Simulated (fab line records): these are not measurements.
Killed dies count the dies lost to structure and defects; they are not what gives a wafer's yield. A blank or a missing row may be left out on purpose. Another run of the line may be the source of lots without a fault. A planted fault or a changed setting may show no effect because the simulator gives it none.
Chamber matching + flow sky130 + pecvd-02 running SKY_PASSIVATION_CVD_02: 3 sister chambers
The step deposits Si3N4, target thk 540 nm. 14 wafers are shown with their chamber, then 7 later ones without.

WAFERS WITH THEIR CHAMBER
| wafer  | chamber | heaterPowerW (W) | susceptorTempC (C) |
|--------|---------|------------------|--------------------|
| L301.4 | 1       | 664              | 399.82             |
| L301.5 | 2       | 940              | 399.71             |
| L301.6 | 0       | 716              | 400.06             |
| L304.4 | 1       | 570              | 400.19             |
| L304.5 | 2       | 889              | 400.30             |
| L304.6 | 0       | 640              | 400.29             |
| L309.1 | 2       | 955              | 399.79             |
| L309.3 | 1       | 669              | 399.87             |
| L309.5 | 2       | 780              | 399.78             |
| L311.2 | 2       | 870              | 399.95             |
| L311.4 | 2       | 877              | 400.09             |
| L311.6 | 1       | 628              | 400.08             |
| L316.1 | 0       | 745              | 400.12             |
| L316.3 | 2       | 924              | 399.99             |

SIGNATURES, as means of the wafers listed above
| reading        | chamber 0 | chamber 1 | chamber 2 | scatter within a chamber |
|----------------|-----------|-----------|-----------|--------------------------|
| heaterPowerW   | 700.33    | 632.75    | 890.71    | 54.5                     |
| susceptorTempC | 400.1567  | 399.9900  | 399.9443  | 0.185                    |
Rule: for each reading, subtract the chamber's mean from the wafer's reading, divide by that reading's scatter and square the result; add these up over the readings and take the root, which gives the wafer's distance from the chamber. If the next closest chamber is less than 2 further off than the closest, the wafer can't be placed; otherwise it belongs to the closest. How the scatter is found: for the shown wafers, subtract from each reading the mean of its chamber, square and add these, divide the total by (wafers less chambers), then take the root.

WAFERS MISSING THEIR CHAMBER
| wafer  | heaterPowerW (W) | susceptorTempC (C) |
|--------|------------------|--------------------|
| L316.4 | 569              | 399.78             |
| L317.3 | 878              | 400.00             |
| L317.5 | 761              | 400.05             |
| L317.6 | 724              | 399.86             |
| L320.2 | 732              | 400.22             |
| L320.5 | 643              | 400.40             |
| L320.6 | 747              | 400.01             |

WHICH CHAMBER EACH WENT THROUGH
| wafer  | from the rows above          | in truth |
|--------|------------------------------|----------|
| L316.4 | can't be placed: 1 or 0      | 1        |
| L317.3 | 2                            | 2        |
| L317.5 | can't be placed: 0 or 1 or 2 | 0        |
| L317.6 | can't be placed: 0 or 1 or 2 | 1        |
| L320.2 | can't be placed: 0 or 1      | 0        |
| L320.5 | can't be placed: 0 or 1      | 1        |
| L320.6 | can't be placed: 0 or 1 or 2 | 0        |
Correctly placed: 1 of 7. Unplaceable from these rows: 6, with the true chamber sitting among the candidates in 6. 0 placed wrongly.
